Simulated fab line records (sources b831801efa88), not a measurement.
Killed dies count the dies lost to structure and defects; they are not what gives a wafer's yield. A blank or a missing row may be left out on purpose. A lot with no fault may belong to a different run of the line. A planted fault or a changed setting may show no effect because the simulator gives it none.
Matching of chambers    flow sky130    SKY_VIA1_CMP_02 on cmp-02: 4 sister chambers
The step polishes SiO2. 16 wafers are shown with their chamber, then 8 later ones without.

WAFERS PAIRED WITH THEIR CHAMBERS
wafer   chamber  motor_current_A (A)
L202.1  3        12.1
L202.3  1        13.2
L202.6  1        13.2
L204.1  2        10.6
L204.3  1        13.2
L204.4  0        12.9
L205.1  3        12.7
L205.2  0        13.2
L205.5  1        13.4
L208.1  1        14.1
L208.3  0        12.7
L208.4  2        10.9
L210.2  0        13.1
L210.5  0        13.3
L210.6  1        13.8
L213.3  2        9.7

SIGNATURES (averages over the wafers above)
reading          chamber 0  chamber 1  chamber 2  chamber 3  scatter within a chamber
motor_current_A  13.040     13.483     10.400     12.400     0.4
Rule: distance of a wafer from a chamber = root of the sum over the readings of ((wafer's reading minus chamber's mean) / reading's scatter) squared. The wafer belongs to the nearest chamber; if the next one is less than 2 further off, it can't be placed. The scatter: take each reading less its chamber's mean, square it, sum over the shown wafers, divide by the number of wafers less the number of chambers, and take the root.

WAFERS MISSING THEIR CHAMBER
wafer   motor_current_A (A)
L213.4  12.4
L213.5  12.5
L223.1  13.6
L223.4  12.3
L223.6  10.6
L225.2  10.5
L225.3  12.8
L225.4  14.3

WHICH CHAMBER EACH WENT THROUGH
wafer   from the rows above           in truth
L213.4  can't be placed: 3 or 0       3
L213.5  can't be placed: 3 or 0       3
L223.1  can't be placed: 1 or 0       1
L223.4  can't be placed: 3 or 0       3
L223.6  2                             2
L225.2  2                             2
L225.3  can't be placed: 0 or 3 or 1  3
L225.4  can't be placed: 1 or 0       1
Correctly placed: 2 of 8. Can't be placed from these rows: 6 (the true chamber is among the candidates in 6). Number placed wrongly: 0.
